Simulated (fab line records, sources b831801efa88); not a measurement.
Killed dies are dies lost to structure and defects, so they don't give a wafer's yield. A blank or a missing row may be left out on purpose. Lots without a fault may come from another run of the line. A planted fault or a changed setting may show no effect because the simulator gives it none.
Problem report in the 8D (eight disciplines) form, filled by code | flow sky130 | the parts of the form that need people (team, actions taken, sign-off) are left out

1. THE PROBLEM
beam_energy_keV at SKY_VT_ADJUST_HVTP_IMPLANT_09 reads a mean of 161.50 on 6 wafers of 2 lots; wafers without a fault read 150.00 with a standard deviation of 0.042. That is +99 or more standard deviations from the usual mean.
First seen on wafer L982.2, day 9 15:47, on implanter-04. The record holds 42 wafers of 14 lots with a number at this step. Rule for "out", or "out of limits": more than 4 standard deviations from the usual mean. The other wafers with a number count as sound.

2. WHAT IT IS AND WHAT IT IS NOT
question                    | is                     | is not
which readings at this step | beam_energy_keV        | -
which lots                  | L982, L984             | L969, L971, L972, L973, L974, L975, L976, L978, L983, L988, L989, L991
which wafers of those lots  | all that have a number | -
read on which tools         | implanter-04           | implanter-02, implanter-03
when                        | from day 9 15:47       | up to then (24 sound wafers); but 12 sound wafers of L983, L988, L989, L991 came after

3. SUSPECTS, AND WHAT RULES EACH OUT
Counting: a tool at a process step up to the reading stays a suspect if it ran every lot that is out and no sound lot after the first of them.
- implanter-04 at SKY_VT_ADJUST_HVTP_IMPLANT_09: kept. It ran every lot that is out, first L982 (day 9 15:47), and no sound lot after that; its last sound lot up to then is L978 (day 8 11:16). Its own readings are out on those wafers: beam_energy_keV.
Left after counting: implanter-04 at SKY_VT_ADJUST_HVTP_IMPLANT_09.

4. THE CAUSE (what the simulator had put in)
Process parameter drift: implanter-04, from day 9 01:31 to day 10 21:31, at SKY_VT_ADJUST_HVTP_IMPLANT_09. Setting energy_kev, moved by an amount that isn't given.
Counting left only this tool.

5. THE CHAIN OF EFFECTS, in route order
Each row: a reading whose mean over the struck wafers that have a number lies more than 3 standard deviations from the usual. Only readings for which the record gives a usual standard deviation are gone through. hours: the time from each lot's start at the first step in this table that gives one to its start at this step, as a median over the lots. sigmas: the change in usual standard deviations.
hours | step                          | reading         | usual  | on struck wafers | change | sigmas
0     | SKY_VT_ADJUST_HVTP_IMPLANT_09 | beam_energy_keV | 150.00 | 161.50           | +11.50 | +99 or more
The process steps in it:
- SKY_VT_ADJUST_HVTP_IMPLANT_09
Later measuring or inspecting steps at which every struck wafer that the step has a row for has a number for every such reading, and none has moved that far: SKY_VT_ADJUST_HVTR_TW_MEAS_11, SKY_LDD_HVP_TW_MEAS_10.

6. WHAT WOULD HAVE CAUGHT IT SOONER
In this record the first reading out of limits was taken at day 9 15:47, 14 hours after the fault began at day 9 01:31.
